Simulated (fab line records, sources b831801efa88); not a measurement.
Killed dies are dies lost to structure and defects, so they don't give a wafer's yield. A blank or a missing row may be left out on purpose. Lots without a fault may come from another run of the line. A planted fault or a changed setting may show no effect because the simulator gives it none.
Split-lot experiment | flow sfq_line | 5 lots, 23 wafers read, on a route of 325 steps

THE SPLIT
At SFQ_TRILAYER_M4_LITHO_COAT_098 (resist thk 62 nm), the setting spin_rpm was moved away from the recipe's 3000 rpm on 8 of the 23 wafers read, by -4.8% to +2.5%. The other wafers ran this setting at the recipe's value.

The reading is taken at the split's own step.

THE READING
BARC_of_TRILAYER_M4_LITHO_COAT_098.thk_nm (the simulator's own value, which no gauge read), in nm, at SFQ_TRILAYER_M4_LITHO_COAT_098 (resist thk 62 nm). The file gives no usual value for it. The 15 wafers here that ran the recipe average 62.02 nm, standard deviation 0.18 nm.

wafer  | tool, chamber at the split | spin_rpm as run, rpm | against the recipe | BARC_of_TRILAYER_M4_LITHO_COAT_098.thk_nm, nm | against lot-mates on the recipe
L074.1 | litho_track-01, 0          | 2857                 | -4.8%              | 63.25                                         | +1.38
L074.2 | litho_track-01, 0          | 3000                 | recipe             | 61.93                                         | -
L074.4 | litho_track-01, 0          | 3000                 | recipe             | 61.79                                         | -
L074.5 | litho_track-01, 0          | 2857                 | -4.8%              | 63.17                                         | +1.30
L074.6 | litho_track-01, 0          | 3000                 | recipe             | 61.9                                          | -
L078.1 | litho_track-02, 0          | 3000                 | recipe             | 61.79                                         | -
L078.3 | litho_track-02, 0          | 3000                 | recipe             | 62.02                                         | -
L078.4 | litho_track-02, 0          | 3000                 | recipe             | 62.08                                         | -
L081.1 | litho_track-01, 0          | 3075                 | +2.5%              | 61.11                                         | -0.80
L081.2 | litho_track-01, 0          | 3075                 | +2.5%              | 61.14                                         | -0.77
L081.3 | litho_track-01, 0          | 3075                 | +2.5%              | 61.35                                         | -0.56
L081.4 | litho_track-01, 0          | 3000                 | recipe             | 61.82                                         | -
L081.5 | litho_track-01, 0          | 3000                 | recipe             | 62.01                                         | -
L083.1 | litho_track-03, 0          | 3000                 | recipe             | 62.35                                         | -
L083.3 | litho_track-03, 0          | 3000                 | recipe             | 62.05                                         | -
L083.4 | litho_track-03, 0          | 3000                 | recipe             | 62.33                                         | -
L083.5 | litho_track-03, 0          | 3000                 | recipe             | 62.12                                         | -
L083.6 | litho_track-03, 0          | 3000                 | recipe             | 62.28                                         | -
L082.1 | litho_track-03, 0          | 3056                 | +1.9%              | 61.28                                         | -0.65
L082.2 | litho_track-03, 0          | 3056                 | +1.9%              | 61.42                                         | -0.51
L082.3 | litho_track-03, 0          | 3056                 | +1.9%              | 61.18                                         | -0.75
L082.4 | litho_track-03, 0          | 3000                 | recipe             | 61.84                                         | -
L082.6 | litho_track-03, 0          | 3000                 | recipe             | 62.02                                         | -

THE FIT
A straight line over all 23 wafers: BARC_of_TRILAYER_M4_LITHO_COAT_098.thk_nm changes by -0.286 nm for each +1% of spin_rpm; r = -0.95; the points scatter about the line by 0.18 nm.
The same after taking each lot's own level away (the mean of its wafers on the recipe; 23 wafers): -0.29 nm for each +1%; r = -0.98; scatter 0.11 nm.
On that fit, the largest move of spin_rpm shifts the reading by 1.4 nm.
The lots' own levels span 61.873 to 62.226 nm, that is 2.0 times the standard deviation above.
So the lot-to-lot level changes the slope little: the two slopes agree.
Check: with one of the wafers moved furthest among these (-4.8%) left out of the fit, the line predicts +1.36 nm for it against its lot-mates. It came out at +1.38 nm against them.

OTHER SPLITS ON THESE WAFERS
These wafers also went through other splits before the reading. Each is held against what the fit with the lots' levels taken away leaves over:
other split on the same wafers                   | wafers away from the commonest value | r with BARC_of_TRILAYER_M4_LITHO_COAT_098.thk_nm (lot level and that fit taken away)
SFQ_TRILAYER_I2_VIA_LITHO_COAT_072 spin_rpm      | 5                                    | +0.01
SFQ_TRILAYER_M3_DEP_SPUTTER_073 time_s           | 7                                    | -0.08
SFQ_TRILAYER_M3_LITHO_EXPOSE_076 dose_mj         | 5                                    | +0.39
SFQ_TRILAYER_M3_ETCH_METAL_ETCH_078 icp_w        | 5                                    | +0.45
SFQ_TRILAYER_I3_VIA_LITHO_COAT_085 resist_thk_nm | 8                                    | +0.14

THE FILE'S OWN FIT
BARC_of_TRILAYER_M4_LITHO_COAT_098.thk_nm changes by -0.288 nm for each +1% of spin_rpm, r = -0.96.
